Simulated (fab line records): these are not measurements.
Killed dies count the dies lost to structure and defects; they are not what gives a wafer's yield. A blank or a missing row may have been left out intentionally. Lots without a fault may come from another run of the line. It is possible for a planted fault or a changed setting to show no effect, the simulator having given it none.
Which of the tools did it? / flow gf180mcu / Sampling: 10 lots, 30 wafers, 4 of 602 route steps

WHAT EACH GAUGE READ, for each wafer
GF_PSD_RS_MEAS_15: measurement is done with a four-point probe.
lot=L143; measured=day 14 18:03; on=film-metro-01; PSD_RS (ohm/sq)=108.43 108.27 108.12
lot=L146; measured=day 15 13:16; on=film-metro-02; PSD_RS (ohm/sq)=108.34 108.19 108.55
lot=L149; measured=day 17 02:51; on=film-metro-01; PSD_RS (ohm/sq)=103.73 103.82 103.84
lot=L150; measured=day 17 23:15; on=film-metro-01; PSD_RS (ohm/sq)=103.26 103.10 103.10
lot=L158; measured=day 19 23:36; on=film-metro-01; PSD_RS (ohm/sq)=108.67 108.44 108.64
lot=L160; measured=day 21 03:25; on=film-metro-03; PSD_RS (ohm/sq)=108.58 108.18 108.69
lot=L161; measured=day 21 13:39; on=film-metro-01; PSD_RS (ohm/sq)=108.49 108.47 108.68
lot=L163; measured=day 22 01:04; on=film-metro-03; PSD_RS (ohm/sq)=108.53 108.50 108.56
lot=L162; measured=day 22 01:22; on=film-metro-01; PSD_RS (ohm/sq)=108.53 108.43 108.43
lot=L164; measured=day 22 22:56; on=film-metro-03; PSD_RS (ohm/sq)=108.48 108.35 108.43

EACH LOT AND THE TOOL THAT RAN IT (in order: tool; ch and the chambers of the sampled wafers; start)
lot=L143; GF_HV_LDD_STRIP_37=plasma-asher-01 ch 0,1, day 12 00:33; GF_PSD_IMPLANT_09=implanter-04 ch 0, day 14 17:29; GF_PSD_STRIP_10=plasma-asher-01 ch 1, day 14 17:38
lot=L146; GF_HV_LDD_STRIP_37=plasma-asher-03 ch 0,1, day 12 19:31; GF_PSD_IMPLANT_09=implanter-03 ch 0, day 15 12:43; GF_PSD_STRIP_10=plasma-asher-01 ch 0,1, day 15 12:50
lot=L149; GF_HV_LDD_STRIP_37=plasma-asher-02 ch 0,1, day 14 06:28; GF_PSD_IMPLANT_09=implanter-03 ch 0, day 17 02:17; GF_PSD_STRIP_10=plasma-asher-01 ch 0,1, day 17 02:26
lot=L150; GF_HV_LDD_STRIP_37=plasma-asher-03 ch 0,1, day 14 22:44; GF_PSD_IMPLANT_09=implanter-03 ch 0, day 17 22:41; GF_PSD_STRIP_10=plasma-asher-04 ch 0,1, day 17 22:49
lot=L158; GF_HV_LDD_STRIP_37=plasma-asher-01 ch 0,1, day 16 19:53; GF_PSD_IMPLANT_09=implanter-02 ch 0, day 19 23:01; GF_PSD_STRIP_10=plasma-asher-01 ch 0,1, day 19 23:10
lot=L160; GF_HV_LDD_STRIP_37=plasma-asher-02 ch 0,1, day 17 21:53; GF_PSD_IMPLANT_09=implanter-03 ch 0, day 21 02:51; GF_PSD_STRIP_10=plasma-asher-03 ch 0,1, day 21 03:00
lot=L161; GF_HV_LDD_STRIP_37=plasma-asher-03 ch 0,1, day 18 09:17; GF_PSD_IMPLANT_09=implanter-04 ch 0, day 21 13:05; GF_PSD_STRIP_10=plasma-asher-04 ch 0,1, day 21 13:13
lot=L163; GF_HV_LDD_STRIP_37=plasma-asher-03 ch 0,1, day 18 20:32; GF_PSD_IMPLANT_09=implanter-04 ch 0, day 22 00:31; GF_PSD_STRIP_10=plasma-asher-03 ch 0,1, day 22 00:38
lot=L162; GF_HV_LDD_STRIP_37=plasma-asher-03 ch 0,1, day 18 20:44; GF_PSD_IMPLANT_09=implanter-03 ch 0, day 22 00:49; GF_PSD_STRIP_10=plasma-asher-04 ch 0,1, day 22 00:56
lot=L164; GF_HV_LDD_STRIP_37=plasma-asher-03 ch 0,1, day 19 18:56; GF_PSD_IMPLANT_09=implanter-03 ch 0, day 22 22:23; GF_PSD_STRIP_10=plasma-asher-03 ch 0,1, day 22 22:32
- GF_HV_LDD_STRIP_37: strips in O2/N2.
- GF_PSD_IMPLANT_09
- GF_PSD_STRIP_10: strips in O2/N2.

THE ANSWER, worked out from the rows above alone
Rule: the usual values come from the lots themselves. Put in order of their means at a reading, lots are off if they are a third of the lots or fewer, leave a main group of 4 or more, and stand apart from it by a gap of 3 or more times the standard deviation of the main group's means; of several such gaps the widest counts. Not used: any main group whose means are identical at the precision the tables above print for the reading. Also off: a lot with no number at a reading for which 4 or more lots have one. Any other lot the step has rows for is counted as sound.
Off: at GF_PSD_RS_MEAS_15 (PSD_RS), L149, L150. The main group has a mean of 108.46 ohm/sq with a standard deviation of 0.097.
A tool fits if, at a process step before that reading, it ran every lot that is off, and no sound lot after the first of them. The gauges at GF_PSD_RS_MEAS_15 are tried like those tools. None of those tried fits.

WHAT THE SIMULATOR HAD INSERTED
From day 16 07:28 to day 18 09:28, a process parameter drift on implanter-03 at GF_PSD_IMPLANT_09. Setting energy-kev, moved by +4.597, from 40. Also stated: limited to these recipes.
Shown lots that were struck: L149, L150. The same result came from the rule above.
